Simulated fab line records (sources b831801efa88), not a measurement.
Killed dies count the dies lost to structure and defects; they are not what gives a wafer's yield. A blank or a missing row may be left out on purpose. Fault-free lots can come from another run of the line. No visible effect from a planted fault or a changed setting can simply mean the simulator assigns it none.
Which tool did it? :: flow sky130 :: 6 lots (18 wafers sampled), 1 step of a 708-step route

WHAT THE GAUGES READ, wafer by wafer
SKY_PWDE_TW_MEAS_10.
lot: L139
measured: day 4 10:56
on: filmMetro-03
PWDE_TW: 370 371 370

lot: L142
measured: day 5 02:34
on: filmMetro-04
PWDE_TW: 379 377 375

lot: L144
measured: day 5 12:46
on: filmMetro-03
PWDE_TW: 371 369 370

lot: L146
measured: day 6 00:36
on: filmMetro-01
PWDE_TW: 374 374 372

lot: L148
measured: day 6 10:53
on: filmMetro-04
PWDE_TW: 381 379 379

lot: L160
measured: day 9 18:50
on: filmMetro-03
PWDE_TW: 368 368 367

WHICH TOOL RAN EACH LOT (tool, then ch and the chambers of the sampled wafers, then the start)
The record shows no process step preceding these readings.

THE ANSWER, worked out from the rows above alone
Rule: the lots themselves supply what counts as usual. The widest of any qualifying gaps counts: lots, ordered by their means at a reading, are off when they make up no more than a third of the lots, leave a main group of 4 or more, and stand apart from it by 3 or more times the standard deviation of that group's means. A main group is skipped when, at the precision printed for the reading in the tables above, its means are all equal. Also off: a lot with no number at a reading for which 4 or more lots have one. Where the step has rows for the other lots, those lots are counted as sound.
No lot is off on any of the readings shown, so nothing can be concluded from this.

WHAT THE SIMULATOR PUT IN
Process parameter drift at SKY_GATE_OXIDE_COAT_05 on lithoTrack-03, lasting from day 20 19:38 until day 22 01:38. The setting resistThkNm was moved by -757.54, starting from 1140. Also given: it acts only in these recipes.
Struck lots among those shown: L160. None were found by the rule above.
